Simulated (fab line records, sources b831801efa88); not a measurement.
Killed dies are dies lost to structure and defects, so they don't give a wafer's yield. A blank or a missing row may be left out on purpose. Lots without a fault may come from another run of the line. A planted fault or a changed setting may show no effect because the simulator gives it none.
A struck lot beside a sound one | flow sfq_line | 26 steps out of a route of 325
Sound: wafers L950.2, L950.4, L950.5. Struck: wafers L956.2, L956.3, L956.6. The cause comes at the end.
At each step with rows: each side's tool, then ch and its chambers, then its first start. Under that, the readings that differ: sound wafers | struck wafers | difference of the means | sigmas: that difference in standard deviations of wafers without a fault.
alike: readings whose means differ by less than 2 such deviations, and words and numbers that are the same on both sides. not compared: withheld readings, readings that some wafer has no value for, bounds like >300 that may hide the same value, and numbers for which the record gives no deviation and whose values overlap.
The two part at a step that has a row with sigmas, a row that says differs or no value, or rows on one side only. Numbers that don't overlap but have no deviation are shown without sigmas and don't part them. A reading that every wafer of one side lacks parts them only if that side has two wafers or more.

SFQ_L0_RS_MEAS_901: measures by four-point-probe.
  sound on film_metro-04, day 3 09:35; struck on film_metro-03, day 4 15:40
  alike: L0_MONX_KI_RS
SFQ_L0_THK_MEAS_902: measures by xrf.
  sound on film_metro-04, day 3 09:41; struck on film_metro-03, day 4 15:46
  alike: L0_MONX_KI_THK
then, 6 steps without rows for these wafers: SFQ_TRILAYER_L0_LITHO_COAT_010 (resist thk 62 nm); SFQ_TRILAYER_L0_LITHO_COAT_005 (resist thk 600 nm); SFQ_TRILAYER_L0_LITHO_SOFTBAKE_009; SFQ_TRILAYER_L0_LITHO_EXPOSE_006 (exposes mask L0, target cd 2000 nm); SFQ_TRILAYER_L0_LITHO_PEB_008 (peb time 60 s); SFQ_TRILAYER_L0_LITHO_DEVELOP_007 (time 60 s).
-- the record jumps here: 2 days lie between the struck wafers' starts before and after --
SFQ_TRILAYER_L0_BARC_OPEN_METAL_ETCH_010: etches BARC in O2, target depth 125 nm, time 41.7 s.
  sound on rie_metal-04 ch 0,1, day 5 12:26; struck on rie_metal-02 ch 0,1, day 6 20:44
  alike: drypump_motor_current_A, oes_product_au
  not compared: rf_hours_counter_h
SFQ_TRILAYER_L0_ETCH_METAL_ETCH_008: etches MoNx KI in SF6/O2, stops on SiO2, target depth 50 nm, time 25 s.
  sound on rie_metal-04 ch 0,1, day 5 12:30; struck on rie_metal-02 ch 0,1, day 6 20:48
  alike: drypump_motor_current_A, oes_product_au
  not compared: rf_hours_counter_h
SFQ_TRILAYER_L0_STRIP_STRIP_009: strips in O2.
  sound on rie_metal-04 ch 0,1, day 5 12:33; struck on rie_metal-02 ch 0,1, day 6 20:51
  alike: drypump_motor_current_A, oes_product_au
  not compared: rf_hours_counter_h
then, 1 step without rows for these wafers: SFQ_TRILAYER_L0_STRIP_SOLV_CLEAN_010 (cleans in NMP, time 600 s).
SFQ_TRILAYER_L0_CAP_PECVD_011: deposits SiO2 from SiH4/N2O, time 13.333 s, target thk 60 nm.
  sound on pecvd-01 ch 0,1,2, day 5 13:30; struck on pecvd-02 ch 0,1,2, day 6 21:50
  alike: heater_power_w, throttle_valve_pct
then, 6 steps without rows for these wafers: SFQ_TRILAYER_L0_VIA_LITHO_COAT_018 (resist thk 62 nm); SFQ_TRILAYER_L0_VIA_LITHO_COAT_013 (resist thk 650 nm); SFQ_TRILAYER_L0_VIA_LITHO_SOFTBAKE_017; SFQ_TRILAYER_L0_VIA_LITHO_EXPOSE_014 (exposes mask L0V, target cd 700 nm); SFQ_TRILAYER_L0_VIA_LITHO_PEB_016 (peb time 60 s); SFQ_TRILAYER_L0_VIA_LITHO_DEVELOP_015 (time 60 s).
-- the record jumps here: 2 days lie between the struck wafers' starts before and after --
SFQ_L0V_OVL_MEAS_903:
  sound on overlay-01, day 7 18:59; struck on overlay-01, day 9 03:23
  alike: L0V_OVL
SFQ_TRILAYER_L0_VIA_BARC_OPEN_VIA_ETCH_021: etches BARC in O2, target depth 125 nm, time 41.7 s.
  sound on rie_diel-03 ch 1,3, day 7 19:01; struck on rie_diel-03 ch 2,3, day 9 03:25
  alike: drypump_motor_current_A, oes_product_au
  not compared: rf_hours_counter_h
SFQ_TRILAYER_L0_VIA_ETCH_VIA_ETCH_016: etches SiO2 in CHF3, stops on MoNx KI, target depth 80 nm.
  sound on rie_diel-03 ch 1,3, day 7 19:03; struck on rie_diel-03 ch 2,3, day 9 03:27
  reading                         | sound             | struck            | difference | sigmas
  oes_product_au (a.u.)           | 0.849 0.847 0.849 | 0.993 0.992 0.981 | +0.140     | +17
  model.L0V.feature_depth_nm (nm) | 60.15 60.24 61.03 | 78.97 77.94 78.07 | +17.85     |
  model.etch.depth_nm (nm)        | 60.15 60.24 61.03 | 78.97 77.94 78.07 | +17.85     |
  alike: drypump_motor_current_A
then, 2 steps without rows for these wafers: SFQ_TRILAYER_L0_VIA_STRIP_STRIP_017 (strips in O2); SFQ_TRILAYER_L0_VIA_STRIP_SOLV_CLEAN_018 (cleans in NMP, time 600 s).
SFQ_TRILAYER_M0_DEP_PRE_CLEAN_020: time 15 s.
  sound on pvd_sputter-05, day 7 19:52; struck on pvd_sputter-05, day 9 04:16
  reading                                             | sound             | struck            | difference | sigmas
  model.SiO2_of_TRILAYER_L0_CAP_PECVD_011.thk_nm (nm) | 55.15 55.24 56.03 | 114.4 112.2 116.3 | +58.8      |
SFQ_TRILAYER_M0_DEP_SPUTTER_019: material Nb, target thk 200 nm, time 133.3 s.
  sound on pvd_sputter-05, day 7 19:54; struck on pvd_sputter-05, day 9 04:18
  alike: base_pressure_pa, throttle_valve_pct

WHERE THEY PART
Only at SFQ_TRILAYER_L0_VIA_ETCH_VIA_ETCH_016, within this record. Later steps at which nothing parts them and some readings are alike: SFQ_TRILAYER_M0_DEP_SPUTTER_019.

WHY: what the simulator had put in
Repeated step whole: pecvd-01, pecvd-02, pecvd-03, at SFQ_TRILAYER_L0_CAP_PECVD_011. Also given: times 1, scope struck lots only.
